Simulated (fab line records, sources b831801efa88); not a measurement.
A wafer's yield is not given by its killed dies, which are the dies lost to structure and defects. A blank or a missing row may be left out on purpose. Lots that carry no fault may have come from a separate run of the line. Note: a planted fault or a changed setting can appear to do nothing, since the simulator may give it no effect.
The tool behind it: which one? || flow gf180mcu || 24 lots, 72 wafers sampled, at 1 step of a route of 602

WHAT EACH GAUGE READ, for each wafer
GF_STI_THK_MEAS_04.
{"lot": "L074", "measured": "day 1 14:31", "on": "film-metro-04", "STI_CVD_03_THK (nm)": "206.1 205.6 205.2"}
{"lot": "L075", "measured": "day 1 19:56", "on": "film-metro-04", "STI_CVD_03_THK (nm)": "204.8 204.4 206.1"}
{"lot": "L076", "measured": "day 1 23:55", "on": "film-metro-04", "STI_CVD_03_THK (nm)": "206.1 204.2 205.5"}
{"lot": "L077", "measured": "day 2 04:59", "on": "film-metro-03", "STI_CVD_03_THK (nm)": "207.7 206.9 207.2"}
{"lot": "L078", "measured": "day 2 09:56", "on": "film-metro-01", "STI_CVD_03_THK (nm)": "206.5 207.5 206.9"}
{"lot": "L079", "measured": "day 2 14:34", "on": "film-metro-01", "STI_CVD_03_THK (nm)": "209.6 208.6 208.9"}
{"lot": "L080", "measured": "day 2 20:44", "on": "film-metro-03", "STI_CVD_03_THK (nm)": "207.0 206.6 206.4"}
{"lot": "L081", "measured": "day 3 00:35", "on": "film-metro-04", "STI_CVD_03_THK (nm)": "204.0 206.1 205.6"}
{"lot": "L082", "measured": "day 3 06:35", "on": "film-metro-01", "STI_CVD_03_THK (nm)": "202.5 204.0 204.2"}
{"lot": "L083", "measured": "day 3 11:05", "on": "film-metro-03", "STI_CVD_03_THK (nm)": "207.9 208.9 208.1"}
{"lot": "L084", "measured": "day 3 15:34", "on": "film-metro-03", "STI_CVD_03_THK (nm)": "205.8 208.2 206.4"}
{"lot": "L085", "measured": "day 3 20:37", "on": "film-metro-04", "STI_CVD_03_THK (nm)": "207.2 205.4 206.9"}
{"lot": "L086", "measured": "day 4 03:05", "on": "film-metro-01", "STI_CVD_03_THK (nm)": "203.2 204.0 203.2"}
{"lot": "L087", "measured": "day 4 06:42", "on": "film-metro-01", "STI_CVD_03_THK (nm)": "200.6 201.1 198.5"}
{"lot": "L088", "measured": "day 4 12:41", "on": "film-metro-04", "STI_CVD_03_THK (nm)": "207.0 206.4 206.1"}
{"lot": "L089", "measured": "day 4 16:34", "on": "film-metro-01", "STI_CVD_03_THK (nm)": "209.6 209.6 208.7"}
{"lot": "L090", "measured": "day 4 22:29", "on": "film-metro-01", "STI_CVD_03_THK (nm)": "208.0 205.8 206.2"}
{"lot": "L091", "measured": "day 5 03:34", "on": "film-metro-01", "STI_CVD_03_THK (nm)": "200.6 201.6 202.1"}
{"lot": "L092", "measured": "day 5 07:34", "on": "film-metro-03", "STI_CVD_03_THK (nm)": "208.7 209.7 208.2"}
{"lot": "L093", "measured": "day 5 12:35", "on": "film-metro-01", "STI_CVD_03_THK (nm)": "206.2 207.1 206.2"}
{"lot": "L094", "measured": "day 5 17:36", "on": "film-metro-04", "STI_CVD_03_THK (nm)": "201.8 202.5 202.6"}
{"lot": "L095", "measured": "day 5 22:34", "on": "film-metro-03", "STI_CVD_03_THK (nm)": "206.0 205.3 205.4"}
{"lot": "L096", "measured": "day 6 03:58", "on": "film-metro-01", "STI_CVD_03_THK (nm)": "206.9 208.9 207.9"}
{"lot": "L097", "measured": "day 6 08:34", "on": "film-metro-04", "STI_CVD_03_THK (nm)": "207.7 207.9 207.9"}

EACH LOT AND THE TOOL THAT RAN IT (in order: tool; ch and the chambers of the sampled wafers; start)
No process step before these readings appears in the record.

WHAT THE TOOLS THEMSELVES READ (means of the sampled wafers that have a number; where no wafer has one, the mark that the record gives instead)
The record holds no such reading with a usual standard deviation.

THE ANSWER, worked out from the rows above alone
Rule: the usual values come from the lots themselves. Put in order of their means at a reading, lots are off if they are a third of the lots or fewer, leave a main group of 4 or more, and stand apart from it by a gap of 3 or more times the standard deviation of the main group's means; of several such gaps the widest counts. If all means in a main group match to the digits the tables above print for the reading, that group is not used. A lot without any number at a reading at which 4 lots or more have one is off too. Any other lot the step has rows for is counted as sound. Order of review: gauges by route order, followed by the tools' own readings, for which a lot's mean as printed above is used. At the first step where some lot is off, the reading lying furthest off is the one used; lots without a number count as furthest.
Nothing can be told from this: no lot is off at any reading shown.

WHAT THE SIMULATOR HAD INSERTED
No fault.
